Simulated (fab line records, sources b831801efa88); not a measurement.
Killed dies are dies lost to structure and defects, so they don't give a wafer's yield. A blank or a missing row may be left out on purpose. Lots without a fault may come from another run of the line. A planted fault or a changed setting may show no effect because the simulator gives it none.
fab line records | flow gf180mcu | part 2 of 2: steps 31 to 40 of 40
record lots=5 wafers=15 last_day=34
route steps=602 shown VT_IMPLANT@122 MVSD@136 NWELL@137 LVPWELL@138 MVPSD@139 DUAL_GATE@141 POLY_GATE@157
lots that met no fault: from a run of the same line without faults
start_h: hours from the record's first day to the start of the lot's first wafer shown | wait_h: hours since the lot's step before | " the same as in the row above | L1.1+2: a row that stands for several wafers | - no value, or no start given | * or withheld: withheld | < > ~ a bound
route shown NAME@n: a module of which the file shows steps, and the number in the route of the first | usual: mean/standard deviation of fault-free wafers | same: alike in all rows | chamber/n: place in a boat | sites: the reading at each site | _std_site: their standard deviation | _edge_site: outer sites' mean less inner sites' | radius_mm: how far each site lies from the wafer's centre | mask NAME#n: copy n | behind: the tool/chamber that last shaped the wafer | hold: why the lot was held/for how many hours/how that ended | device: the transistor (n, p or np) that didn't switch | end of line: the same wafers' tests at the end of the route | a step without rows: its recipe alone | killed: dies lost to structure and defects at the first sort, not the wafer's yield | map: a wafer's dies, x killed, . not, _ none there
set.NAME: the setting as run; set.NAME@STEP: as run at that earlier step | model.NAME: the simulator's own value behind a step, which no gauge read
lots at some steps of the route; a table a step, a row a wafer
services: from which hour (start_h, from the record's first day; less than 0 if before it) a tool's chamber was out of use, for how many hours, and why
## steps
# step GF_DUAL_GATE_OVL_MEAS_11
# usual DUAL_GATE_OVL=0.5/1
# columns lot.wafer tool chamber start_h wait_h DUAL_GATE_OVL[nm]
L078.2 overlay-02 - 209.64 0.1 -0.2
L078.3 " - " " 0.6
L078.5 " - " " 0.0
L079.1 overlay-02 - 222.16 0.1 0.4
L079.3 " - " " 0.9
L079.6 " - " " 1.7
L083.1 overlay-02 - 249.16 0.1 0.1
L083.3 " - " " -1.2
L083.6 " - " " -0.8
L093.1 overlay-02 - 311.51 0.1 -0.2
L093.2 " - " " -0.1
L093.3 " - " " 0.4
L096.1 overlay-01 - 330.01 0.1 2.0
L096.2 " - " " 2.1
L096.3 " - " " 1.6
# step GF_DUAL_GATE_WET_ETCH_12
# recipe chemistry=dHF target_depth_nm=13 dry=n2_spin target=SiO2 temp_c=25 dilution=100:1 time_s=260
# columns lot.wafer tool chamber start_h wait_h
L078.2+3+5 wet_bench-04 3 209.67 0.0
L079.1+3+6 wet_bench-04 2 222.20 0.0
L083.1+3+6 wet_bench-01 1 249.20 0.0
L093.1+2+3 wet_bench-04 3 311.55 0.0
L096.1+2+3 wet_bench-02 2 330.05 0.0
# step GF_DUAL_GATE_STRIP_13
# recipe chemistry=O2/N2 power_w=1400 pressure_mtorr=1500 platen_temp_c=250 o2_flow_sccm=3000 n2_flow_sccm=300 overash_fraction=0.5
# usual chamber_pressure_mTorr=1500.0/1.4 drypump_motor_current_A=5.65/0.17 heater_power_w=350/25 o2_flow_sccm=2998/11 oes_product_au=0.716/0.0051 strip_time_to_endpoint_s=12.624/0.03
# columns lot.wafer tool chamber start_h wait_h chamber_pressure_mTorr drypump_motor_current_A heater_power_w o2_flow_sccm oes_product_au rf_hours_counter_h strip_time_to_endpoint_s
L078.2 plasma_asher-03 0 209.75 0.0 1502.3 5.69 380 2992 0.717 54 12.657
L078.3 " 1 " " 1498.1 5.65 369 3007 0.724 - 12.693
L078.5 " 1 " " 1499.8 5.65 364 2992 0.727 - 12.688
L079.1 plasma_asher-03 0 222.28 0.0 1501.9 5.71 384 3004 0.715 55 12.607
L079.3 " 1 " " 1499.4 5.63 372 2984 0.710 - 12.604
L079.6 " 0 " " 1501.1 5.72 378 3010 0.719 - 12.629
L083.1 plasma_asher-04 1 249.28 0.0 1501.9 5.21 332 3005 0.718 45 12.617
L083.3 " 0 " " 1498.4 5.70 352 3005 0.713 - 12.615
L083.6 " 1 " " 1499.9 5.21 322 3019 0.718 - 12.658
L093.1 plasma_asher-03 0 311.63 0.0 1500.4 5.67 384 2996 0.722 64 12.649
L093.2 " 1 " " 1499.1 5.65 364 2997 0.718 64 12.639
L093.3 " 0 " " 1500.8 5.68 396 3000 0.712 - 12.631
L096.1 plasma_asher-03 0 330.13 0.0 1499.1 5.68 379 3004 0.713 66 12.579
L096.2 " 1 " " 1498.4 5.66 368 2998 0.728 66 12.570
L096.3 " 0 " " 1499.9 5.69 382 2997 0.723 - 12.573
# step GF_DUAL_GATE_CLEAN_14
# recipe chemistry=SC1/SC2 mix=1:4:20 temp_c=70 time_s=150 dry=n2_spin
# columns lot.wafer tool chamber start_h wait_h
L078.2+3+5 wet_bench-01 1 209.85 0.1
L079.1+3+6 wet_bench-02 1 222.38 0.1
L083.1+3+6 wet_bench-04 1 249.38 0.1
L093.1+2+3 wet_bench-02 0 311.73 0.1
L096.1+2+3 wet_bench-01 2 330.23 0.1
# step GF_DUAL_GATE_OXIDATION_15
# recipe temp_c=850 ambient=O2 stabilise_s=600 purge_s=300 target_thk_a=70.98 ox_time_s=1995
# usual spike_tc_bottom_C=869.5/1.2
# same ox_time_s=1995
# columns lot.wafer tool chamber start_h wait_h spike_tc_bottom_C
L078.2 furnace-01 0 209.90 0.0 867.7
L078.3 " 0 " " 868.4
L078.5 " 0 " " 868.0
L079.1 furnace-02 0 225.28 2.9 871.5
L079.3 " 0 " " 869.2
L079.6 " 0 " " 869.7
L083.1 furnace-02 0 249.43 0.0 869.8
L083.3 " 0 " " 870.4
L083.6 " 0 " " 871.4
L093.1 furnace-02 0 311.78 0.0 871.2
L093.2 " 0 " " 870.3
L093.3 " 0 " " 869.9
L096.1 furnace-01 0 333.06 2.8 868.6
L096.2 " 0 " " 869.1
L096.3 " 0 " " 869.6
# step GF_POLY_GATE_CVD_00
# recipe material=poly-Si target_thk_nm=200 temp_c=620 time_s=1200 pressure_mtorr=200
# usual spike_tc_bottom_C=641/4
# columns lot.wafer tool chamber start_h wait_h spike_tc_bottom_C
L078.2 lpcvd-01 0 211.45 0.0 645
L078.3 " 0 " " 645
L078.5 " 0 " " 647
L079.1 lpcvd-01 0 226.84 0.0 644
L079.3 " 0 " " 645
L079.6 " 0 " " 645
L083.1 lpcvd-02 1 250.98 0.0 645
L083.3 " 1 " " 644
L083.6 " 1 " " 645
L093.1 lpcvd-02 0 313.56 0.2 635
L093.2 " 0 " " 634
L093.3 " 0 " " 636
L096.1 lpcvd-01 1 335.10 0.5 642
L096.2 " 1 " " 641
L096.3 " 1 " " 641
# step GF_POLY_GATE_THK_MEAS_01
# recipe reads=poly-Si_of_POLY_GATE_CVD_00
# usual POLY_GATE_CVD_00_THK=200.6/1.7
# columns lot.wafer tool chamber start_h wait_h POLY_GATE_CVD_00_THK[nm]
L078.2 film_metro-02 - 212.80 0.0 202.5
L078.3 " - " " 202.0
L078.5 " - " " 202.7
L079.1 film_metro-02 - 228.84 0.0 200.9
L079.3 " - " " 200.1
L079.6 " - " " 200.2
L083.1 film_metro-02 - 252.32 0.0 200.5
L083.3 " - " " 201.1
L083.6 " - " " 201.7
L093.1 film_metro-03 - 314.89 0.0 200.4
L093.2 " - " " 202.2
L093.3 " - " " 200.1
L096.1 film_metro-04 - 336.43 0.0 198.4
L096.2 " - " " 197.7
L096.3 " - " " 198.4
# step GF_POLY_GATE_DEHYDRATE_02
# recipe temp_c=200 time_s=60
# columns lot.wafer tool chamber start_h wait_h
L078.2+3+5 litho_track-04 0 220.64 7.8
L079.1+3+6 litho_track-01 0 236.57 7.7
L083.1+3+6 litho_track-04 0 261.16 8.8
L093.1+2+3 litho_track-04 0 324.41 9.5
L096.1+2+3 litho_track-04 0 346.61 10.2
# step GF_POLY_GATE_HMDS_03
# recipe prime_time_s=60 prime_temp_c=120
# columns lot.wafer tool chamber start_h wait_h
L078.2+3+5 litho_track-04 0 220.79 0.1
L079.1+3+6 litho_track-01 0 236.72 0.1
L083.1+3+6 litho_track-04 0 261.31 0.1
L093.1+2+3 litho_track-04 0 324.56 0.1
L096.1+2+3 litho_track-04 0 346.76 0.1
# step GF_POLY_GATE_COAT_04
# recipe resist=BARC temp_c=withheld time_s=withheld spin_rpm=withheld resist_thk_nm=withheld
# usual dispense_pressure_kPa=49.0/1.9
# columns lot.wafer tool chamber start_h wait_h dispense_pressure_kPa
L078.2 litho_track-04 0 220.94 0.1 47.1
L078.3 " 0 " " 47.1
L078.5 " 0 " " 47.0
L079.1 litho_track-01 0 236.87 0.1 51.1
L079.3 " 0 " " 51.1
L079.6 " 0 " " 51.2
L083.1 litho_track-04 0 261.46 0.1 47.1
L083.3 " 0 " " 47.1
L083.6 " 0 " " 47.1
L093.1 litho_track-04 0 324.71 0.1 47.1
L093.2 " 0 " " 47.0
L093.3 " 0 " " 47.0
L096.1 litho_track-04 0 346.91 0.1 47.0
L096.2 " 0 " " 47.0
L096.3 " 0 " " 47.1
## services
# columns tool chamber start_h hours kind
implanter-01 - 172.26 2.5 repair
lpcvd-01 - 174.76 4.3 pm
implanter-03 - 206.92 6.9 repair
furnace-02 - 215.77 3.8 pm
furnace-01 - 219.99 2.9 pm
furnace-01 - 222.93 3.9 pm
implanter-03 - 241.65 0.5 repair
implanter-04 - 244.47 1.4 repair
implanter-01 - 255.34 2.1 repair
implanter-01 - 261.87 8.7 repair
wet_bench-01 - 264.09 2.9 repair
iline_stepper-02 - 281.15 1.7 pm
plasma_asher-03 - 283.32 1.3 repair
plasma_asher-03 - 289.55 2.9 repair
wet_bench-02 - 289.61 0.8 repair
implanter-04 - 294.57 2.8 pm
rtp_anneal-01 - 295.45 1.1 pm
iline_stepper-02 - 308.07 8.2 repair
plasma_asher-02 - 310.85 2.8 pm
furnace-01 - 324.64 4.2 pm
furnace-02 - 329.82 3.7 pm
iline_stepper-01 - 334.06 1.7 pm
furnace-02 - 336.51 3.6 pm
plasma_asher-03 - 339.36 3.4 repair
